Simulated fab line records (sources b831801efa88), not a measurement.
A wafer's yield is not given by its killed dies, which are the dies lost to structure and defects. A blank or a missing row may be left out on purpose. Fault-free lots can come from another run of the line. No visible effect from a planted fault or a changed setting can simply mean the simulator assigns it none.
What tool caused it? + flow sky130 + Sampling: 11 lots, 33 wafers, 4 of 708 route steps

## WHAT EACH GAUGE READ, for each wafer
SKY_VIA1_RS_MEAS_22: a four-point-probe measurement.
| lot  | measured     | on            | VIA1_W_RS (ohm/sq) |
|------|--------------|---------------|--------------------|
| L378 | day 34 05:16 | film-metro-04 | 0.426 0.426 0.429  |
| L380 | day 34 18:28 | film-metro-02 | 0.439 0.430 0.437  |
| L381 | day 34 23:52 | film-metro-02 | 0.427 0.430 0.423  |
| L382 | day 35 12:40 | film-metro-03 | 0.416 0.428 0.417  |
| L384 | day 36 02:13 | film-metro-02 | 0.419 0.416 0.416  |
| L389 | day 37 14:41 | film-metro-04 | 0.426 0.424 0.431  |
| L388 | day 37 15:17 | film-metro-03 | 0.420 0.421 0.418  |
| L394 | day 39 10:29 | film-metro-04 | 0.444 0.418 0.417  |
| L397 | day 40 04:46 | film-metro-03 | 0.441 0.420 0.417  |
| L398 | day 40 17:09 | film-metro-04 | 0.429 0.429 0.430  |
| L399 | day 40 20:04 | film-metro-04 | 0.428 0.427 0.427  |

## WHAT TOOL EACH LOT RAN ON (gives the tool, then ch and the chambers of the sampled wafers, and finally the start)
| lot  | SKY_METAL1_STRIP_20                  | SKY_VIA1_ETCH_15                   | SKY_VIA1_CVD_21               |
|------|--------------------------------------|------------------------------------|-------------------------------|
| L378 | plasma-asher-01 ch 0,1, day 33 00:30 | rie-diel-04 ch 0,1, day 34 04:27   | cvd-w-01 ch 0,1, day 34 05:09 |
| L380 | plasma-asher-03 ch 0,1, day 33 13:20 | rie-diel-03 ch 0,2,3, day 34 17:38 | cvd-w-01 ch 0,1, day 34 18:20 |
| L381 | plasma-asher-03 ch 0,1, day 33 18:57 | rie-diel-01 ch 0,1,2, day 34 23:02 | cvd-w-02 ch 0,1, day 34 23:46 |
| L382 | plasma-asher-01 ch 0,1, day 34 07:24 | rie-diel-04 ch 0,3, day 35 11:23   | cvd-w-01 ch 0,1, day 35 12:34 |
| L384 | plasma-asher-01 ch 1, day 34 21:02   | rie-diel-04 ch 1,2,3, day 36 00:50 | cvd-w-01 ch 0, day 36 02:06   |
| L389 | plasma-asher-04 ch 0,1, day 36 10:53 | rie-diel-03 ch 0,3, day 37 13:51   | cvd-w-02 ch 0,1, day 37 14:35 |
| L388 | plasma-asher-01 ch 0,1, day 36 11:12 | rie-diel-01 ch 2,3, day 37 14:29   | cvd-w-01 ch 0, day 37 15:11   |
| L394 | plasma-asher-01 ch 1, day 38 07:36   | rie-diel-04 ch 2,3, day 39 09:34   | cvd-w-01 ch 0,1, day 39 10:17 |
| L397 | plasma-asher-04 ch 0,1, day 39 01:44 | rie-diel-01 ch 1,2,3, day 40 03:55 | cvd-w-01 ch 0,1, day 40 04:40 |
| L398 | plasma-asher-01 ch 0,1, day 39 14:01 | rie-diel-01 ch 0,1,2, day 40 16:17 | cvd-w-02 ch 0,1, day 40 17:03 |
| L399 | plasma-asher-03 ch 0,1, day 39 16:59 | rie-diel-04 ch 1,2, day 40 19:07   | cvd-w-01 ch 0, day 40 19:55   |
- SKY_METAL1_STRIP_20: strips in O2/N2.
- SKY_VIA1_ETCH_15: etches SiO2 in C4F8/O2/Ar, stops on TiN, target depth 351 nm, time 54 s.
- SKY_VIA1_CVD_21: deposits W, target thk 270 nm, time 80.902 s.

## THE ANSWER, worked out from the rows above alone
Rule: what is usual is taken from the lots themselves. Put in order of their means at a reading, lots are off if they are a third of the lots or fewer, leave a main group of 4 or more, and stand apart from it by a gap of 3 or more times the standard deviation of the main group's means; of several such gaps the widest counts. Not used: any main group whose means are identical at the precision the tables above print for the reading. A lot without any number at a reading at which 4 lots or more have one is off too. All remaining lots with rows at the step are treated as sound.
Across all readings shown, no lot is off: no conclusion can be drawn from this.

## WHAT HAD BEEN PUT IN BY THE SIMULATOR
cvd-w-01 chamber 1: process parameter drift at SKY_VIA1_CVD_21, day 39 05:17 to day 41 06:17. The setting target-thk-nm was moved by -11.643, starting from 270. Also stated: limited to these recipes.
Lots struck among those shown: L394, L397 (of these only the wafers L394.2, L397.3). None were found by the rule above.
